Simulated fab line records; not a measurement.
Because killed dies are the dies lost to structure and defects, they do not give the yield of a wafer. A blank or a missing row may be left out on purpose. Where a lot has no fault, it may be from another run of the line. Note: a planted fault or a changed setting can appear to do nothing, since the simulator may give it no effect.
Chamber matching | flow gf180mcu | GF_CONTACT_CMP_27 on cmp-01: 4 sister chambers
The step polishes, stops on SiO2, t overpolish 15 s, target thk 0 nm. 8 wafers are shown with their chamber, then 7 later ones without.

== WAFERS WITH THEIR CHAMBER ==
wafer  | chamber | motor_current_A (A) | time_to_endpoint_s (s)
L953.2 | 3       | 10.5                | 71
L954.2 | 2       | 11.1                | 77
L954.5 | 2       | 12.1                | 72
L954.6 | 1       | 11.1                | 64
L957.4 | 3       | 10.1                | 69
L957.6 | 0       | 11.2                | 65
L960.1 | 1       | 11.0                | 69
L960.3 | 0       | 11.9                | 73

== WAFERS WHOSE CHAMBER IS MISSING ==
wafer  | motor_current_A (A) | time_to_endpoint_s (s)
L960.5 | 12.2                | 73
L963.3 | 10.0                | 64
L963.4 | 12.2                | 73
L963.6 | 10.1                | 66
L969.1 | 12.4                | 68
L969.3 | 11.7                | 77
L969.5 | 10.2                | 70

== EACH ONE'S CHAMBER ==
wafer  | from the rows above          | in truth
L960.5 | can't be placed: 2 or 0 or 1 | 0
L963.3 | can't be placed: 3 or 1 or 0 | 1
L963.4 | can't be placed: 2 or 0 or 1 | 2
L963.6 | can't be placed: 3 or 1      | 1
L969.1 | can't be placed: 0 or 2 or 1 | 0
L969.3 | can't be placed: 2 or 0      | 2
L969.5 | can't be placed: 3 or 1      | 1
Correctly placed: 0 of 7. From these rows, 7 cannot be placed; in 7 the true chamber is one of the candidates. 0 placed wrongly.
How it was worked out, from the rows above alone: a wafer's distance from a chamber is the root of the sum, over the readings, of the square of ((its reading less the chamber's mean) divided by the reading's scatter). The wafer belongs to the nearest chamber; if the next one is less than 2 further off, it can't be placed. A chamber's mean is the mean of its shown wafers. The scatter: the root of (the sum of the squares of (reading less its chamber's mean) over the shown wafers, divided by (wafers less chambers)).
